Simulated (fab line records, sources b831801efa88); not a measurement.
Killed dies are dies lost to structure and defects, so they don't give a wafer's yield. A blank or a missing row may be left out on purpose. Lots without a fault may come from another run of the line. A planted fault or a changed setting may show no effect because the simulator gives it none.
A struck lot beside a sound one | flow sky130 | 15 steps out of a route of 708
Sound: wafers L806.1, L806.2, L806.3. Struck: wafers L817.1, L817.4, L817.6. The cause comes at the end.
At each step with rows: each side's tool, then ch and its chambers, then its first start. Under that, the readings that differ: sound wafers | struck wafers | difference of the means | sigmas: that difference in standard deviations of wafers without a fault.
alike: readings whose means differ by less than 2 such deviations, and words and numbers that are the same on both sides. not compared: withheld readings, readings that some wafer has no value for, bounds like >300 that may hide the same value, and numbers for which the record gives no deviation and whose values overlap.
The two part at a step that has a row with sigmas, a row that says differs or no value, or rows on one side only. Numbers that don't overlap but have no deviation are shown without sigmas and don't part them. A reading that every wafer of one side lacks parts them only if that side has two wafers or more.

first, 6 steps without rows for these wafers: SKY_GATE_OXIDE_HMDS_04 (prime time 60 s); SKY_GATE_OXIDE_COAT_05 (resist thk 1140 nm); SKY_GATE_OXIDE_SOFTBAKE_06 (time 60 s); SKY_GATE_OXIDE_EXPOSE_07 (exposes mask LVOM, target cd 600 nm); SKY_GATE_OXIDE_PEB_08; SKY_GATE_OXIDE_DEVELOP_09 (develop time 60 s).
SKY_GATE_OXIDE_OVL_MEAS_10:
  sound on overlay-01, day 14 17:33; struck on overlay-02, day 18 19:42
  alike: GATE_OXIDE_OVL
then, 2 steps without rows for these wafers: SKY_GATE_OXIDE_IMPLANT_11; SKY_GATE_OXIDE_WET_ETCH_12 (etches SiO2 in dHF, target depth 16.8 nm, time 336 s).
SKY_GATE_OXIDE_STRIP_13: strips in O2/N2.
  sound on plasma_asher-01 ch 0,1, day 14 17:50; struck on plasma_asher-01 ch 1, day 18 19:59
  alike: drypump_motor_current_A, o2_flow_sccm, oes_product_au, strip_time_to_endpoint_s
  not compared: rf_hours_counter_h
SKY_GATE_OXIDE_TW_MEAS_14:
  sound on film_metro-03, day 14 17:56; struck on film_metro-03, day 18 20:05
  alike: GATE_OXIDE_TW
then, 1 step without rows for these wafers: SKY_GATE_OXIDE_CLEAN_15 (cleans in SC1/SC2, time 150 s).
SKY_GATE_OXIDE_OXIDATION_16: stabilise 600 s, purge 300 s, target thk 3.57 nm.
  sound on furnace-02 ch 0, day 14 18:51; struck on furnace-01 ch 0, day 18 20:13
  reading                                           | sound             | struck           | difference | sigmas
  model.SiO2_of_GATE_OXIDE_OXIDATION_01.thk_nm (nm) | 11.35 11.45 11.44 | 12.2 12.32 12.29 | +0.9       |
  alike: zone_power_top_pct
then, 1 step without rows for these wafers: SKY_POLY_GATE_CVD_00 (deposits poly-Si, target thk 180 nm, time 720 s).
-- the record jumps here: 31 days lie between the struck wafers' starts before and after (it left off in module POLY_GATE and takes up again in module PAD_OPEN, whose first step shown is number 708 of the route) --
SKY_PAD_OPEN_PROBE_99:
  sound on prober-02, day 46 16:58; struck on prober-02, day 49 08:16
  reading                                   | sound                         | struck                        | difference | sigmas
  model.etest.nfet_16v.r_on_ohm_um          | 1.416e+04 1.409e+04 1.415e+04 | 1.434e+04 1.468e+04 1.449e+04 | +3.700e+02 |
  model.etest.pfet_01v8.r_on_ohm_um         | 3012 3028 2880                | 3242 3180 3286                | +263       |
  model.etest.tip_sonos.rs_ohm_sq           | 2596 2662 2612                | 2787 2882 2841                | +213       |
  model.etest.pfet_g5v0d10v5.r_on_ohm_um    | 4759 4713 4724                | 4894 4925 4948                | +190       |
  model.etest.nfet_01v8.r_on_ohm_um         | 846 882 839.4                 | 1009 973.4 1018               | +144       |
  model.etest.nfet_01v8_lvt.drive_ua_um     | 567.5 555.8 572.7             | 450.9 459.9 453               | -110.7     |
  model.etest.nfet_01v8_turned.drive_ua_um  | 500.7 482.8 503.4             | 387.2 394.6 387.6             | -105.8     |
  model.etest.nfet_01v8_swapped.drive_ua_um | 500.1 485.7 501.1             | 385.7 393 384.1               | -108.0     |
  alike: killed_at_M0_to_M3, killed_at_M4_up, killed_at_contacts, killed_at_front_end, killed_at_other, killed_dies, killed_on_rim, killed_open, killed_short

WHERE THEY PART
Nowhere in this record.

WHY: what the simulator had put in
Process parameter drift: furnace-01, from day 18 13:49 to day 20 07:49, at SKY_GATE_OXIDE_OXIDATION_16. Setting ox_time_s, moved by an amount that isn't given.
